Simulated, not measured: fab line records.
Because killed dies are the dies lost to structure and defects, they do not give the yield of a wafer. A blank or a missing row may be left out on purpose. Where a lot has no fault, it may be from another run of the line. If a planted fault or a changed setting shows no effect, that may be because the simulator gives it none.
Lot-split experiment || flow gf180mcu || 5 lots, 23 wafers read, on a route of 602 steps

## ABOUT THE SPLIT
At GF_MIM_SPUTTER_08 (material AlCu, target thk 200 nm, time 10.6 s), the setting timeS was moved away from the recipe's 10.6 s on 7 of the 23 wafers read, by +4.9% to +8.9%. The other wafers ran this setting at the recipe's value.

## FROM THE SPLIT TO THE READING: what the file shows between them, 2 steps
- GF_MIM_SPUTTER_09: material TiN, target thk 35 nm, time 29.2 s
- GF_MIM_RS_MEAS_10: measures by four-point-probe

## THE READING
MIM_ALCU_THK, in nm, at GF_MIM_THK_MEAS_11 (measures by xrf). Typical for fault-free wafers on this fab line: 200.8 nm, with standard deviation 2.2 nm.

{"wafer": "L075.1", "tool, chamber at the split": "pvdSputter-04, -", "timeS as run, s": 10.6, "against the recipe": "recipe", "MIM_ALCU_THK, nm": 206.2, "against lot-mates on the recipe": "-"}
{"wafer": "L075.2", "tool, chamber at the split": "pvdSputter-04, -", "timeS as run, s": 11.54, "against the recipe": "+8.9%", "MIM_ALCU_THK, nm": 219.8, "against lot-mates on the recipe": "+15.2"}
{"wafer": "L075.4", "tool, chamber at the split": "pvdSputter-04, -", "timeS as run, s": 10.6, "against the recipe": "recipe", "MIM_ALCU_THK, nm": 203.0, "against lot-mates on the recipe": "-"}
{"wafer": "L075.5", "tool, chamber at the split": "pvdSputter-04, -", "timeS as run, s": 11.54, "against the recipe": "+8.9%", "MIM_ALCU_THK, nm": 220.5, "against lot-mates on the recipe": "+15.9"}
{"wafer": "L075.6", "tool, chamber at the split": "pvdSputter-04, -", "timeS as run, s": 11.54, "against the recipe": "+8.9%", "MIM_ALCU_THK, nm": 221.1, "against lot-mates on the recipe": "+16.5"}
{"wafer": "L078.2", "tool, chamber at the split": "pvdSputter-04, -", "timeS as run, s": 10.6, "against the recipe": "recipe", "MIM_ALCU_THK, nm": 199.5, "against lot-mates on the recipe": "-"}
{"wafer": "L078.4", "tool, chamber at the split": "pvdSputter-04, -", "timeS as run, s": 10.6, "against the recipe": "recipe", "MIM_ALCU_THK, nm": 199.5, "against lot-mates on the recipe": "-"}
{"wafer": "L078.6", "tool, chamber at the split": "pvdSputter-04, -", "timeS as run, s": 10.6, "against the recipe": "recipe", "MIM_ALCU_THK, nm": 200.0, "against lot-mates on the recipe": "-"}
{"wafer": "L077.1", "tool, chamber at the split": "pvdSputter-02, -", "timeS as run, s": 10.6, "against the recipe": "recipe", "MIM_ALCU_THK, nm": 199.7, "against lot-mates on the recipe": "-"}
{"wafer": "L077.2", "tool, chamber at the split": "pvdSputter-02, -", "timeS as run, s": 10.6, "against the recipe": "recipe", "MIM_ALCU_THK, nm": 198.4, "against lot-mates on the recipe": "-"}
{"wafer": "L077.3", "tool, chamber at the split": "pvdSputter-02, -", "timeS as run, s": 10.6, "against the recipe": "recipe", "MIM_ALCU_THK, nm": 200.1, "against lot-mates on the recipe": "-"}
{"wafer": "L077.4", "tool, chamber at the split": "pvdSputter-02, -", "timeS as run, s": 11.16, "against the recipe": "+5.3%", "MIM_ALCU_THK, nm": 214.1, "against lot-mates on the recipe": "+14.7"}
{"wafer": "L077.6", "tool, chamber at the split": "pvdSputter-02, -", "timeS as run, s": 11.16, "against the recipe": "+5.3%", "MIM_ALCU_THK, nm": 210.8, "against lot-mates on the recipe": "+11.4"}
{"wafer": "L081.2", "tool, chamber at the split": "pvdSputter-01, -", "timeS as run, s": 10.6, "against the recipe": "recipe", "MIM_ALCU_THK, nm": 201.6, "against lot-mates on the recipe": "-"}
{"wafer": "L081.3", "tool, chamber at the split": "pvdSputter-01, -", "timeS as run, s": 11.12, "against the recipe": "+4.9%", "MIM_ALCU_THK, nm": 212.4, "against lot-mates on the recipe": "+9.9"}
{"wafer": "L081.4", "tool, chamber at the split": "pvdSputter-01, -", "timeS as run, s": 11.12, "against the recipe": "+4.9%", "MIM_ALCU_THK, nm": 209.9, "against lot-mates on the recipe": "+7.4"}
{"wafer": "L081.5", "tool, chamber at the split": "pvdSputter-01, -", "timeS as run, s": 10.6, "against the recipe": "recipe", "MIM_ALCU_THK, nm": 202.5, "against lot-mates on the recipe": "-"}
{"wafer": "L081.6", "tool, chamber at the split": "pvdSputter-01, -", "timeS as run, s": 10.6, "against the recipe": "recipe", "MIM_ALCU_THK, nm": 203.3, "against lot-mates on the recipe": "-"}
{"wafer": "L082.1", "tool, chamber at the split": "pvdSputter-04, -", "timeS as run, s": 10.6, "against the recipe": "recipe", "MIM_ALCU_THK, nm": 203.6, "against lot-mates on the recipe": "-"}
{"wafer": "L082.2", "tool, chamber at the split": "pvdSputter-04, -", "timeS as run, s": 10.6, "against the recipe": "recipe", "MIM_ALCU_THK, nm": 200.1, "against lot-mates on the recipe": "-"}
{"wafer": "L082.3", "tool, chamber at the split": "pvdSputter-04, -", "timeS as run, s": 10.6, "against the recipe": "recipe", "MIM_ALCU_THK, nm": 201.7, "against lot-mates on the recipe": "-"}
{"wafer": "L082.5", "tool, chamber at the split": "pvdSputter-04, -", "timeS as run, s": 10.6, "against the recipe": "recipe", "MIM_ALCU_THK, nm": 198.1, "against lot-mates on the recipe": "-"}
{"wafer": "L082.6", "tool, chamber at the split": "pvdSputter-04, -", "timeS as run, s": 10.6, "against the recipe": "recipe", "MIM_ALCU_THK, nm": 202.9, "against lot-mates on the recipe": "-"}

THE FIT
A straight line over all 23 wafers: MIM_ALCU_THK changes by +2.14 nm for each +1% of timeS; r = +0.96; the points scatter about the line by 2 nm.
The same after taking each lot's own level away (the mean of its wafers on the recipe; 23 wafers): +1.88 nm for each +1%; r = +0.97; scatter 1.7 nm.
The reading moves by 17 nm for the largest change in timeS, on that fit.
The span of the lots' own levels, 199.40 to 204.60 nm, comes to 2.4 times the standard deviation stated above.
In other words, the slope is changed by the lot-to-lot level; the two fits disagree.
Check: +17.3 nm against its lot-mates is what the line predicts for one of the wafers moved furthest among these (+8.9%) when that wafer is left out of the fit. It came out at +15.2 nm against them.

## ADDITIONAL SPLITS CARRIED BY THESE WAFERS
Before the reading, these wafers also passed through other splits. Each is held against what the fit with the lots' levels taken away leaves over:
{"other split on the same wafers": "GF_V2_SPUTTER_21 chamberPressurePa", "wafers away from the commonest value": 18, "r with MIM_ALCU_THK (lot level and that fit taken away)": -0.04}
{"other split on the same wafers": "GF_M3_SPUTTER_02 timeS", "wafers away from the commonest value": 8, "r with MIM_ALCU_THK (lot level and that fit taken away)": "+0.17"}
{"other split on the same wafers": "GF_M3_SOFTBAKE_10 timeS", "wafers away from the commonest value": 6, "r with MIM_ALCU_THK (lot level and that fit taken away)": "+0.06"}
{"other split on the same wafers": "GF_V4_CVD_00 sih4FlowSccm", "wafers away from the commonest value": 6, "r with MIM_ALCU_THK (lot level and that fit taken away)": "+0.17"}
{"other split on the same wafers": "GF_V4_PEB_12 pebTempC", "wafers away from the commonest value": 6, "r with MIM_ALCU_THK (lot level and that fit taken away)": "+0.04"}
{"other split on the same wafers": "GF_V4_ETCH_17 sourceW", "wafers away from the commonest value": 9, "r with MIM_ALCU_THK (lot level and that fit taken away)": "+0.46"}
{"other split on the same wafers": "GF_MIM_SPUTTER_00 timeS", "wafers away from the commonest value": 9, "r with MIM_ALCU_THK (lot level and that fit taken away)": "+0.09"}

## THE WHOLE CHAIN: every reading that the file lists as answering this split, in the file's order
{"step": "GF_MIM_SPUTTER_08", "what it does": "material AlCu, target thk 200 nm, time 10.6 s", "reading": "AlCu_of_MIM_SPUTTER_08.thkNm (the simulator's own value, which no gauge read)", "change (the file's fit)": "+1.93 nm for each +1% of the setting", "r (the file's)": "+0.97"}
{"step": "GF_MIM_RS_MEAS_10", "what it does": "measures by four-point-probe", "reading": "MIM_ALCU_RS", "change (the file's fit)": "-0.00148 for each +1% of the setting", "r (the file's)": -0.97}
{"step": "GF_MIM_THK_MEAS_11", "what it does": "measures by xrf", "reading": "MIM_ALCU_THK", "change (the file's fit)": "+1.93 for each +1% of the setting", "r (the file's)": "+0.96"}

## THE FILE'S OWN FIT
MIM_ALCU_THK changes by +1.93 nm for each +1% of timeS, r = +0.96.
